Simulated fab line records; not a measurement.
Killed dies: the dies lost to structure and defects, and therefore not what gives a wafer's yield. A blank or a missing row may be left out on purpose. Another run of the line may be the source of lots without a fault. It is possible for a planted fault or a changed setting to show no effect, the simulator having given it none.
fab line records :: flow sky130
[record]
  lots = 13
  wafers = 39
  last-day = 50
route steps=708 shown SONOS_ONO@181 GATE_OXIDE@200 LDD_P@264 LDD_HVN@277
lots that met no fault: from a run of the same line without faults
start-h: the number of hours between the record's first day and the start of the first shown wafer of the lot :: wait-h: time in hours since the lot's previous step :: " repeats the value in the row above :: L1.1+2: one row covering several wafers at once :: - no value, or no start given :: * or withheld: withheld :: < > ~ a bound
route shown NAME@n: names a module that has steps shown in the file, with the first one's number in the route :: usual: the fault-free wafers' mean and standard deviation :: same: alike in all rows :: chamber/n: place in a boat :: sites: the reading at each site :: _std_site: how widely they spread, as a standard deviation :: _edge_site: outer sites' mean less inner sites' :: radius-mm: for every site, how far away it sits from the centre of the wafer :: mask NAME#n: copy n :: behind: the tool/chamber that last shaped the wafer :: hold: cause of the lot's hold/its duration in hours/its outcome :: device: the n, p or np transistor that did not switch :: end of line: the tests these same wafers got at the end of their route :: for a step that has no rows: nothing shown but its recipe :: killed: dies that structure and defects cost at the first sort, which is not the same as the wafer's yield :: map: a wafer's dies, marking killed ones x, the rest . and places with no die _
set.NAME: setting as actually run; set.NAME@STEP: the setting as run at that earlier step :: model.NAME: the simulator's own value behind a step, which no gauge read
steps of the route over a sample of lots; a table a step, a row a wafer
services: when a tool's chamber went out of use (start-h, in hours from the record's first day, below 0 if earlier), for how many hours, and the reason
[[steps]]
[step SKY_SONOS_ONO_CD_MEAS_13]
[recipe]
  target-cd-nm = 410
[usual]
  cd-nm = 410.0/2
lot.wafer: L534.3
tool: cd-sem-02
chamber: -
start-h: 281.97
wait-h: 0.1
cd-nm: 409.8

lot.wafer: L534.4
tool: cd-sem-02
chamber: -
start-h: 281.97
wait-h: 0.1
cd-nm: 410.9

lot.wafer: L534.5
tool: cd-sem-02
chamber: -
start-h: 281.97
wait-h: 0.1
cd-nm: 409.3

lot.wafer: L535.3
tool: cd-sem-02
chamber: -
start-h: 289.29
wait-h: 0.1
cd-nm: 406.3

lot.wafer: L535.5
tool: cd-sem-02
chamber: -
start-h: 289.29
wait-h: 0.1
cd-nm: 406.2

lot.wafer: L535.6
tool: cd-sem-02
chamber: -
start-h: 289.29
wait-h: 0.1
cd-nm: 408.2

lot.wafer: L537.4
tool: cd-sem-01
chamber: -
start-h: 297.06
wait-h: 0.1
cd-nm: 414.8

lot.wafer: L537.5
tool: cd-sem-01
chamber: -
start-h: 297.06
wait-h: 0.1
cd-nm: 413.5

lot.wafer: L537.6
tool: cd-sem-01
chamber: -
start-h: 297.06
wait-h: 0.1
cd-nm: 412.9

lot.wafer: L539.3
tool: cd-sem-02
chamber: -
start-h: 320.66
wait-h: 0.1
cd-nm: 409.1

lot.wafer: L539.4
tool: cd-sem-02
chamber: -
start-h: 320.66
wait-h: 0.1
cd-nm: 407.7

lot.wafer: L539.5
tool: cd-sem-02
chamber: -
start-h: 320.66
wait-h: 0.1
cd-nm: 409.9

lot.wafer: L540.1
tool: cd-sem-01
chamber: -
start-h: 324.48
wait-h: 0.1
cd-nm: 410.1

lot.wafer: L540.3
tool: cd-sem-01
chamber: -
start-h: 324.48
wait-h: 0.1
cd-nm: 413.6

lot.wafer: L540.5
tool: cd-sem-01
chamber: -
start-h: 324.48
wait-h: 0.1
cd-nm: 412.0

lot.wafer: L541.2
tool: cd-sem-01
chamber: -
start-h: 335.67
wait-h: 0.1
cd-nm: 406.9

lot.wafer: L541.3
tool: cd-sem-01
chamber: -
start-h: 335.67
wait-h: 0.1
cd-nm: 410.5

lot.wafer: L541.6
tool: cd-sem-01
chamber: -
start-h: 335.67
wait-h: 0.1
cd-nm: 409.7

lot.wafer: L542.3
tool: cd-sem-01
chamber: -
start-h: 344.99
wait-h: 0.1
cd-nm: 408.9

lot.wafer: L542.5
tool: cd-sem-01
chamber: -
start-h: 344.99
wait-h: 0.1
cd-nm: 410.2

lot.wafer: L542.6
tool: cd-sem-01
chamber: -
start-h: 344.99
wait-h: 0.1
cd-nm: 410.2

lot.wafer: L546.2
tool: cd-sem-02
chamber: -
start-h: 380.22
wait-h: 0.1
cd-nm: 409.9

lot.wafer: L546.4
tool: cd-sem-02
chamber: -
start-h: 380.22
wait-h: 0.1
cd-nm: 407.9

lot.wafer: L546.5
tool: cd-sem-02
chamber: -
start-h: 380.22
wait-h: 0.1
cd-nm: 405.5

lot.wafer: L548.1
tool: cd-sem-02
chamber: -
start-h: 392.09
wait-h: 0.2
cd-nm: 408.9

lot.wafer: L548.5
tool: cd-sem-02
chamber: -
start-h: 392.09
wait-h: 0.2
cd-nm: 409.2

lot.wafer: L548.6
tool: cd-sem-02
chamber: -
start-h: 392.09
wait-h: 0.2
cd-nm: 407.8

lot.wafer: L550.1
tool: cd-sem-01
chamber: -
start-h: 412.02
wait-h: 0.1
cd-nm: 411.2

lot.wafer: L550.5
tool: cd-sem-01
chamber: -
start-h: 412.02
wait-h: 0.1
cd-nm: 411.3

lot.wafer: L550.6
tool: cd-sem-01
chamber: -
start-h: 412.02
wait-h: 0.1
cd-nm: 412.2

lot.wafer: L551.1
tool: cd-sem-02
chamber: -
start-h: 424.50
wait-h: 0.1
cd-nm: 408.1

lot.wafer: L551.5
tool: cd-sem-02
chamber: -
start-h: 424.50
wait-h: 0.1
cd-nm: 410.0

lot.wafer: L551.6
tool: cd-sem-02
chamber: -
start-h: 424.50
wait-h: 0.1
cd-nm: 408.8

lot.wafer: L556.1
tool: cd-sem-01
chamber: -
start-h: 464.00
wait-h: 0.1
cd-nm: 412.9

lot.wafer: L556.2
tool: cd-sem-01
chamber: -
start-h: 464.00
wait-h: 0.1
cd-nm: 411.3

lot.wafer: L556.5
tool: cd-sem-01
chamber: -
start-h: 464.00
wait-h: 0.1
cd-nm: 411.8

lot.wafer: L557.2
tool: cd-sem-02
chamber: -
start-h: 472.32
wait-h: 0.1
cd-nm: 410.1

lot.wafer: L557.3
tool: cd-sem-02
chamber: -
start-h: 472.32
wait-h: 0.1
cd-nm: 411.0

lot.wafer: L557.6
tool: cd-sem-02
chamber: -
start-h: 472.32
wait-h: 0.1
cd-nm: 410.1
[step SKY_GATE_OXIDE_STRIP_13]
[recipe]
  chemistry = O2/N2
  power-w = 1400
  pressure-mtorr = 1500
  platen-temp-c = withheld
  o2-flow-sccm = 3000
  n2-flow-sccm = 300
  overash-fraction = 0.5
[usual]
  drypump-motor-current-A = 5.8/0.35
  oes-product-au = 0.716/0.0046
  strip-time-to-endpoint-s = 14.20/0.035
lot.wafer: L534.3
tool: plasma-asher-04
chamber: 1
start-h: 310.15
wait-h: 0.0
drypump-motor-current-A: 6.1
oes-product-au: 0.718
rf-hours-counter-h: -
strip-time-to-endpoint-s: 14.16

lot.wafer: L534.4
tool: plasma-asher-04
chamber: 0
start-h: 310.15
wait-h: 0.0
drypump-motor-current-A: 5.6
oes-product-au: 0.714
rf-hours-counter-h: -
strip-time-to-endpoint-s: 14.20

lot.wafer: L534.5
tool: plasma-asher-04
chamber: 1
start-h: 310.15
wait-h: 0.0
drypump-motor-current-A: 6.1
oes-product-au: 0.718
rf-hours-counter-h: -
strip-time-to-endpoint-s: 14.24

lot.wafer: L535.3
tool: plasma-asher-04
chamber: 0
start-h: 318.90
wait-h: 0.0
drypump-motor-current-A: 5.7
oes-product-au: 0.720
rf-hours-counter-h: -
strip-time-to-endpoint-s: 14.16

lot.wafer: L535.5
tool: plasma-asher-04
chamber: 1
start-h: 318.90
wait-h: 0.0
drypump-motor-current-A: 6.1
oes-product-au: 0.714
rf-hours-counter-h: -
strip-time-to-endpoint-s: 14.21

lot.wafer: L535.6
tool: plasma-asher-04
chamber: 0
start-h: 318.90
wait-h: 0.0
drypump-motor-current-A: 5.7
oes-product-au: 0.717
rf-hours-counter-h: -
strip-time-to-endpoint-s: 14.17

lot.wafer: L537.4
tool: plasma-asher-01
chamber: 1
start-h: 326.05
wait-h: 0.0
drypump-motor-current-A: 6.2
oes-product-au: 0.707
rf-hours-counter-h: -
strip-time-to-endpoint-s: 14.22

lot.wafer: L537.5
tool: plasma-asher-01
chamber: 0
start-h: 326.05
wait-h: 0.0
drypump-motor-current-A: 5.4
oes-product-au: 0.714
rf-hours-counter-h: -
strip-time-to-endpoint-s: 14.20

lot.wafer: L537.6
tool: plasma-asher-01
chamber: 1
start-h: 326.05
wait-h: 0.0
drypump-motor-current-A: 6.2
oes-product-au: 0.711
rf-hours-counter-h: -
strip-time-to-endpoint-s: 14.16

lot.wafer: L539.3
tool: plasma-asher-03
chamber: 1
start-h: 350.29
wait-h: 0.0
drypump-motor-current-A: 5.2
oes-product-au: 0.717
rf-hours-counter-h: -
strip-time-to-endpoint-s: 14.26

lot.wafer: L539.4
tool: plasma-asher-03
chamber: 0
start-h: 350.29
wait-h: 0.0
drypump-motor-current-A: 5.9
oes-product-au: 0.721
rf-hours-counter-h: -
strip-time-to-endpoint-s: 14.21

lot.wafer: L539.5
tool: plasma-asher-03
chamber: 0
start-h: 350.29
wait-h: 0.0
drypump-motor-current-A: 5.9
oes-product-au: 0.708
rf-hours-counter-h: -
strip-time-to-endpoint-s: 14.22

lot.wafer: L540.1
tool: plasma-asher-01
chamber: 0
start-h: 354.11
wait-h: 0.0
drypump-motor-current-A: 5.4
oes-product-au: 0.720
rf-hours-counter-h: 56
strip-time-to-endpoint-s: 14.10

lot.wafer: L540.3
tool: plasma-asher-01
chamber: 0
start-h: 354.11
wait-h: 0.0
drypump-motor-current-A: 5.4
oes-product-au: 0.711
rf-hours-counter-h: -
strip-time-to-endpoint-s: 14.18

lot.wafer: L540.5
tool: plasma-asher-01
chamber: 0
start-h: 354.11
wait-h: 0.0
drypump-motor-current-A: 5.4
oes-product-au: 0.722
rf-hours-counter-h: -
strip-time-to-endpoint-s: 14.15

lot.wafer: L541.2
tool: plasma-asher-04
chamber: 0
start-h: 365.66
wait-h: 0.0
drypump-motor-current-A: 5.7
oes-product-au: 0.713
rf-hours-counter-h: 67
strip-time-to-endpoint-s: 14.12

lot.wafer: L541.3
tool: plasma-asher-04
chamber: 1
start-h: 365.66
wait-h: 0.0
drypump-motor-current-A: 6.1
oes-product-au: 0.718
rf-hours-counter-h: -
strip-time-to-endpoint-s: 14.13

lot.wafer: L541.6
tool: plasma-asher-04
chamber: 1
start-h: 365.66
wait-h: 0.0
drypump-motor-current-A: 6.1
oes-product-au: 0.705
rf-hours-counter-h: -
strip-time-to-endpoint-s: 14.09

lot.wafer: L542.3
tool: plasma-asher-01
chamber: 0
start-h: 378.53
wait-h: 0.0
drypump-motor-current-A: 5.4
oes-product-au: 0.716
rf-hours-counter-h: -
strip-time-to-endpoint-s: 14.22

lot.wafer: L542.5
tool: plasma-asher-01
chamber: 0
start-h: 378.53
wait-h: 0.0
drypump-motor-current-A: 5.4
oes-product-au: 0.721
rf-hours-counter-h: -
strip-time-to-endpoint-s: 14.20

lot.wafer: L542.6
tool: plasma-asher-01
chamber: 1
start-h: 378.53
wait-h: 0.0
drypump-motor-current-A: 6.2
oes-product-au: 0.712
rf-hours-counter-h: -
strip-time-to-endpoint-s: 14.17

lot.wafer: L546.2
tool: plasma-asher-03
chamber: 1
start-h: 411.21
wait-h: 0.0
drypump-motor-current-A: 5.2
oes-product-au: 0.720
rf-hours-counter-h: 26
strip-time-to-endpoint-s: 14.21

lot.wafer: L546.4
tool: plasma-asher-03
chamber: 0
start-h: 411.21
wait-h: 0.0
drypump-motor-current-A: 5.9
oes-product-au: 0.716
rf-hours-counter-h: -
strip-time-to-endpoint-s: 14.23

lot.wafer: L546.5
tool: plasma-asher-03
chamber: 0
start-h: 411.21
wait-h: 0.0
drypump-motor-current-A: 5.9
oes-product-au: 0.718
rf-hours-counter-h: -
strip-time-to-endpoint-s: 14.18

lot.wafer: L548.1
tool: plasma-asher-03
chamber: 1
start-h: 425.22
wait-h: 0.0
drypump-motor-current-A: 5.3
oes-product-au: 0.712
rf-hours-counter-h: 27
strip-time-to-endpoint-s: 14.22

lot.wafer: L548.5
tool: plasma-asher-03
chamber: 1
start-h: 425.22
wait-h: 0.0
drypump-motor-current-A: 5.2
oes-product-au: 0.717
rf-hours-counter-h: -
strip-time-to-endpoint-s: 14.21

lot.wafer: L548.6
tool: plasma-asher-03
chamber: 0
start-h: 425.22
wait-h: 0.0
drypump-motor-current-A: 5.9
oes-product-au: 0.724
rf-hours-counter-h: -
strip-time-to-endpoint-s: 14.23

lot.wafer: L550.1
tool: plasma-asher-01
chamber: 1
start-h: 444.83
wait-h: 0.0
drypump-motor-current-A: 6.2
oes-product-au: 0.716
rf-hours-counter-h: 65
strip-time-to-endpoint-s: 14.27

lot.wafer: L550.5
tool: plasma-asher-01
chamber: 0
start-h: 444.83
wait-h: 0.0
drypump-motor-current-A: 5.4
oes-product-au: 0.711
rf-hours-counter-h: -
strip-time-to-endpoint-s: 14.26

lot.wafer: L550.6
tool: plasma-asher-01
chamber: 1
start-h: 444.83
wait-h: 0.0
drypump-motor-current-A: 6.2
oes-product-au: 0.715
rf-hours-counter-h: -
strip-time-to-endpoint-s: 14.26

lot.wafer: L551.1
tool: plasma-asher-01
chamber: 1
start-h: 457.62
wait-h: 0.0
drypump-motor-current-A: 6.2
oes-product-au: 0.720
rf-hours-counter-h: 66
strip-time-to-endpoint-s: 14.17

lot.wafer: L551.5
tool: plasma-asher-01
chamber: 1
start-h: 457.62
wait-h: 0.0
drypump-motor-current-A: 6.2
oes-product-au: 0.721
rf-hours-counter-h: -
strip-time-to-endpoint-s: 14.25

lot.wafer: L551.6
tool: plasma-asher-01
chamber: 0
start-h: 457.62
wait-h: 0.0
drypump-motor-current-A: 5.4
oes-product-au: 0.713
rf-hours-counter-h: -
strip-time-to-endpoint-s: 14.24

lot.wafer: L556.1
tool: plasma-asher-01
chamber: 0
start-h: 496.19
wait-h: 0.0
drypump-motor-current-A: 5.4
oes-product-au: 0.713
rf-hours-counter-h: 70
strip-time-to-endpoint-s: 14.18

lot.wafer: L556.2
tool: plasma-asher-01
chamber: 1
start-h: 496.19
wait-h: 0.0
drypump-motor-current-A: 6.2
oes-product-au: 0.722
rf-hours-counter-h: 70
strip-time-to-endpoint-s: 14.22

lot.wafer: L556.5
tool: plasma-asher-01
chamber: 1
start-h: 496.19
wait-h: 0.0
drypump-motor-current-A: 6.2
oes-product-au: 0.708
rf-hours-counter-h: -
strip-time-to-endpoint-s: 14.18

lot.wafer: L557.2
tool: plasma-asher-04
chamber: 0
start-h: 504.82
wait-h: 0.0
drypump-motor-current-A: 5.6
oes-product-au: 0.708
rf-hours-counter-h: 82
strip-time-to-endpoint-s: 14.21

lot.wafer: L557.3
tool: plasma-asher-04
chamber: 0
start-h: 504.82
wait-h: 0.0
drypump-motor-current-A: 5.7
oes-product-au: 0.723
rf-hours-counter-h: -
strip-time-to-endpoint-s: 14.25

lot.wafer: L557.6
tool: plasma-asher-04
chamber: 1
start-h: 504.82
wait-h: 0.0
drypump-motor-current-A: 6.1
oes-product-au: 0.716
rf-hours-counter-h: -
strip-time-to-endpoint-s: 14.22
[step SKY_LDD_P_IMPLANT_09]
[recipe]
  species = BF2
  energy-kev = 25
  dose-cm2 = 1e+13
  tilt-deg = withheld
[usual]
  beam-energy-keV = 25.000/0.0079
lot.wafer: L534.3
tool: implanter-04
chamber: 0
start-h: 434.38
wait-h: 0.1
beam-energy-keV: 25.003

lot.wafer: L534.4
tool: implanter-04
chamber: 0
start-h: 434.38
wait-h: 0.1
beam-energy-keV: 25.003

lot.wafer: L534.5
tool: implanter-04
chamber: 0
start-h: 434.38
wait-h: 0.1
beam-energy-keV: 25.002

lot.wafer: L535.3
tool: implanter-03
chamber: 0
start-h: 440.03
wait-h: 0.1
beam-energy-keV: 24.994

lot.wafer: L535.5
tool: implanter-03
chamber: 0
start-h: 440.03
wait-h: 0.1
beam-energy-keV: 24.985

lot.wafer: L535.6
tool: implanter-03
chamber: 0
start-h: 440.03
wait-h: 0.1
beam-energy-keV: 25.001

lot.wafer: L537.4
tool: implanter-04
chamber: 0
start-h: 454.41
wait-h: 0.1
beam-energy-keV: 25.002

lot.wafer: L537.5
tool: implanter-04
chamber: 0
start-h: 454.41
wait-h: 0.1
beam-energy-keV: 24.994

lot.wafer: L537.6
tool: implanter-04
chamber: 0
start-h: 454.41
wait-h: 0.1
beam-energy-keV: 24.999

lot.wafer: L539.3
tool: implanter-03
chamber: 0
start-h: 478.97
wait-h: 0.1
beam-energy-keV: 25.008

lot.wafer: L539.4
tool: implanter-03
chamber: 0
start-h: 478.97
wait-h: 0.1
beam-energy-keV: 24.997

lot.wafer: L539.5
tool: implanter-03
chamber: 0
start-h: 478.97
wait-h: 0.1
beam-energy-keV: 24.991

lot.wafer: L540.1
tool: implanter-03
chamber: 0
start-h: 481.74
wait-h: 0.0
beam-energy-keV: 25.014

lot.wafer: L540.3
tool: implanter-03
chamber: 0
start-h: 481.74
wait-h: 0.0
beam-energy-keV: 25.006

lot.wafer: L540.5
tool: implanter-03
chamber: 0
start-h: 481.74
wait-h: 0.0
beam-energy-keV: 25.001

lot.wafer: L541.2
tool: implanter-03
chamber: 0
start-h: 495.16
wait-h: 0.0
beam-energy-keV: 24.997

lot.wafer: L541.3
tool: implanter-03
chamber: 0
start-h: 495.16
wait-h: 0.0
beam-energy-keV: 25.009

lot.wafer: L541.6
tool: implanter-03
chamber: 0
start-h: 495.16
wait-h: 0.0
beam-energy-keV: 24.998

lot.wafer: L542.3
tool: implanter-04
chamber: 0
start-h: 506.93
wait-h: 0.1
beam-energy-keV: 25.016

lot.wafer: L542.5
tool: implanter-04
chamber: 0
start-h: 506.93
wait-h: 0.1
beam-energy-keV: 25.018

lot.wafer: L542.6
tool: implanter-04
chamber: 0
start-h: 506.93
wait-h: 0.1
beam-energy-keV: 24.998

lot.wafer: L546.2
tool: implanter-01
chamber: 0
start-h: 540.63
wait-h: 0.0
beam-energy-keV: 25.005

lot.wafer: L546.4
tool: implanter-01
chamber: 0
start-h: 540.63
wait-h: 0.0
beam-energy-keV: 24.995

lot.wafer: L546.5
tool: implanter-01
chamber: 0
start-h: 540.63
wait-h: 0.0
beam-energy-keV: 25.004

lot.wafer: L548.1
tool: implanter-04
chamber: 0
start-h: 557.34
wait-h: 0.0
beam-energy-keV: 24.993

lot.wafer: L548.5
tool: implanter-04
chamber: 0
start-h: 557.34
wait-h: 0.0
beam-energy-keV: 25.004

lot.wafer: L548.6
tool: implanter-04
chamber: 0
start-h: 557.34
wait-h: 0.0
beam-energy-keV: 24.999

lot.wafer: L550.1
tool: implanter-04
chamber: 0
start-h: 575.93
wait-h: 0.0
beam-energy-keV: 25.792

lot.wafer: L550.5
tool: implanter-04
chamber: 0
start-h: 575.93
wait-h: 0.0
beam-energy-keV: 25.797

lot.wafer: L550.6
tool: implanter-04
chamber: 0
start-h: 575.93
wait-h: 0.0
beam-energy-keV: 25.786

lot.wafer: L551.1
tool: implanter-04
chamber: 0
start-h: 586.13
wait-h: 0.0
beam-energy-keV: 25.795

lot.wafer: L551.5
tool: implanter-04
chamber: 0
start-h: 586.13
wait-h: 0.0
beam-energy-keV: 25.793

lot.wafer: L551.6
tool: implanter-04
chamber: 0
start-h: 586.13
wait-h: 0.0
beam-energy-keV: 25.790

lot.wafer: L556.1
tool: implanter-03
chamber: 0
start-h: 624.89
wait-h: 0.0
beam-energy-keV: 25.003

lot.wafer: L556.2
tool: implanter-03
chamber: 0
start-h: 624.89
wait-h: 0.0
beam-energy-keV: 25.013

lot.wafer: L556.5
tool: implanter-03
chamber: 0
start-h: 624.89
wait-h: 0.0
beam-energy-keV: 25.008

lot.wafer: L557.2
tool: implanter-03
chamber: 0
start-h: 631.16
wait-h: 0.0
beam-energy-keV: 25.004

lot.wafer: L557.3
tool: implanter-03
chamber: 0
start-h: 631.16
wait-h: 0.0
beam-energy-keV: 25.007

lot.wafer: L557.6
tool: implanter-03
chamber: 0
start-h: 631.16
wait-h: 0.0
beam-energy-keV: 25.006
[step SKY_LDD_HVN_TW_MEAS_10]
[usual]
  LDD_HVN_TW = 1431/15
lot.wafer: L534.3
tool: film-metro-03
chamber: -
start-h: 465.13
wait-h: 0.1
LDD_HVN_TW: 1422

lot.wafer: L534.4
tool: film-metro-03
chamber: -
start-h: 465.13
wait-h: 0.1
LDD_HVN_TW: 1422

lot.wafer: L534.5
tool: film-metro-03
chamber: -
start-h: 465.13
wait-h: 0.1
LDD_HVN_TW: 1425

lot.wafer: L535.3
tool: film-metro-03
chamber: -
start-h: 470.93
wait-h: 0.1
LDD_HVN_TW: 1420

lot.wafer: L535.5
tool: film-metro-03
chamber: -
start-h: 470.93
wait-h: 0.1
LDD_HVN_TW: 1417

lot.wafer: L535.6
tool: film-metro-03
chamber: -
start-h: 470.93
wait-h: 0.1
LDD_HVN_TW: 1420

lot.wafer: L537.4
tool: film-metro-01
chamber: -
start-h: 485.42
wait-h: 0.1
LDD_HVN_TW: 1449

lot.wafer: L537.5
tool: film-metro-01
chamber: -
start-h: 485.42
wait-h: 0.1
LDD_HVN_TW: 1446

lot.wafer: L537.6
tool: film-metro-01
chamber: -
start-h: 485.42
wait-h: 0.1
LDD_HVN_TW: 1453

lot.wafer: L539.3
tool: film-metro-01
chamber: -
start-h: 509.08
wait-h: 0.1
LDD_HVN_TW: 1451

lot.wafer: L539.4
tool: film-metro-01
chamber: -
start-h: 509.08
wait-h: 0.1
LDD_HVN_TW: 1458

lot.wafer: L539.5
tool: film-metro-01
chamber: -
start-h: 509.08
wait-h: 0.1
LDD_HVN_TW: 1454

lot.wafer: L540.1
tool: film-metro-04
chamber: -
start-h: 512.25
wait-h: 0.1
LDD_HVN_TW: 1432

lot.wafer: L540.3
tool: film-metro-04
chamber: -
start-h: 512.25
wait-h: 0.1
LDD_HVN_TW: 1430

lot.wafer: L540.5
tool: film-metro-04
chamber: -
start-h: 512.25
wait-h: 0.1
LDD_HVN_TW: 1429

lot.wafer: L541.2
tool: film-metro-03
chamber: -
start-h: 526.32
wait-h: 0.1
LDD_HVN_TW: 1419

lot.wafer: L541.3
tool: film-metro-03
chamber: -
start-h: 526.32
wait-h: 0.1
LDD_HVN_TW: 1417

lot.wafer: L541.6
tool: film-metro-03
chamber: -
start-h: 526.32
wait-h: 0.1
LDD_HVN_TW: 1422

lot.wafer: L542.3
tool: film-metro-01
chamber: -
start-h: 537.53
wait-h: 0.1
LDD_HVN_TW: 1444

lot.wafer: L542.5
tool: film-metro-01
chamber: -
start-h: 537.53
wait-h: 0.1
LDD_HVN_TW: 1435

lot.wafer: L542.6
tool: film-metro-01
chamber: -
start-h: 537.53
wait-h: 0.1
LDD_HVN_TW: 1440

lot.wafer: L546.2
tool: film-metro-04
chamber: -
start-h: 570.40
wait-h: 0.1
LDD_HVN_TW: 1421

lot.wafer: L546.4
tool: film-metro-04
chamber: -
start-h: 570.40
wait-h: 0.1
LDD_HVN_TW: 1424

lot.wafer: L546.5
tool: film-metro-04
chamber: -
start-h: 570.40
wait-h: 0.1
LDD_HVN_TW: 1428

lot.wafer: L548.1
tool: film-metro-03
chamber: -
start-h: 587.21
wait-h: 0.1
LDD_HVN_TW: 1418

lot.wafer: L548.5
tool: film-metro-03
chamber: -
start-h: 587.21
wait-h: 0.1
LDD_HVN_TW: 1416

lot.wafer: L548.6
tool: film-metro-03
chamber: -
start-h: 587.21
wait-h: 0.1
LDD_HVN_TW: 1420

lot.wafer: L550.1
tool: film-metro-01
chamber: -
start-h: 604.91
wait-h: 0.1
LDD_HVN_TW: 1443

lot.wafer: L550.5
tool: film-metro-01
chamber: -
start-h: 604.91
wait-h: 0.1
LDD_HVN_TW: 1447

lot.wafer: L550.6
tool: film-metro-01
chamber: -
start-h: 604.91
wait-h: 0.1
LDD_HVN_TW: 1449

lot.wafer: L551.1
tool: film-metro-04
chamber: -
start-h: 615.54
wait-h: 0.1
LDD_HVN_TW: 1439

lot.wafer: L551.5
tool: film-metro-04
chamber: -
start-h: 615.54
wait-h: 0.1
LDD_HVN_TW: 1433

lot.wafer: L551.6
tool: film-metro-04
chamber: -
start-h: 615.54
wait-h: 0.1
LDD_HVN_TW: 1441

lot.wafer: L556.1
tool: film-metro-04
chamber: -
start-h: 653.94
wait-h: 0.1
LDD_HVN_TW: 1431

lot.wafer: L556.2
tool: film-metro-04
chamber: -
start-h: 653.94
wait-h: 0.1
LDD_HVN_TW: 1421

lot.wafer: L556.5
tool: film-metro-04
chamber: -
start-h: 653.94
wait-h: 0.1
LDD_HVN_TW: 1431

lot.wafer: L557.2
tool: film-metro-03
chamber: -
start-h: 659.20
wait-h: 0.1
LDD_HVN_TW: 1404

lot.wafer: L557.3
tool: film-metro-03
chamber: -
start-h: 659.20
wait-h: 0.1
LDD_HVN_TW: 1407

lot.wafer: L557.6
tool: film-metro-03
chamber: -
start-h: 659.20
wait-h: 0.1
LDD_HVN_TW: 1402
[[services]]
tool: plasma-asher-03
chamber: -
start-h: 298.60
hours: 0.9
kind: repair

tool: implanter-01
chamber: -
start-h: 319.22
hours: 0.8
kind: repair

tool: implanter-04
chamber: -
start-h: 387.03
hours: 3.7
kind: pm

tool: plasma-asher-03
chamber: -
start-h: 413.36
hours: 0.8
kind: repair

tool: implanter-04
chamber: -
start-h: 424.33
hours: 3.6
kind: repair

tool: implanter-01
chamber: -
start-h: 437.66
hours: 1.3
kind: repair

tool: implanter-01
chamber: -
start-h: 496.88
hours: 1.6
kind: repair

tool: plasma-asher-03
chamber: -
start-h: 507.42
hours: 0.3
kind: repair

tool: plasma-asher-03
chamber: -
start-h: 513.41
hours: 12.9
kind: pm

tool: implanter-04
chamber: -
start-h: 530.05
hours: 2.7
kind: repair

tool: implanter-01
chamber: -
start-h: 551.96
hours: 1.8
kind: repair

tool: plasma-asher-03
chamber: -
start-h: 557.55
hours: 2.8
kind: pm

tool: plasma-asher-03
chamber: -
start-h: 572.22
hours: 1.7
kind: repair

tool: implanter-01
chamber: -
start-h: 597.82
hours: 4.4
kind: pm

tool: implanter-04
chamber: -
start-h: 607.12
hours: 0.7
kind: repair
[[key]]
[first-sign]
  step = SKY_LDD_P_IMPLANT_09
  reading = beam-energy-keV
  direction = up
  sigmas = 99+
  usual = *
  struck = *
effect none on later readings
met-at SKY_LDD_P_IMPLANT_09
struck-lots L550,L551
tester-left-out L550,L551
not-acting-at SKY_SONOS_ONO_CD_MEAS_13,SKY_GATE_OXIDE_STRIP_13,SKY_LDD_HVN_TW_MEAS_10
onset-between 557.34 575.93
[fault]
  kind = process-parameter-drift
  tool = implanter-04
  chamber = -
  onset-h = 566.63
  steps = SKY_LDD_P_IMPLANT_09
  channel = energy-kev
  offset = *
  shape = step
  end-h = 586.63
  acts-in = *
  stated = *
// tester-left-out: of these lots the tester's yield and bins aren't shown, on N5 and GAA mostly nor the transistor test; their killed dies are dies lost to structure and defects alone, not to doping, threshold or leakage, so they don't give the yield
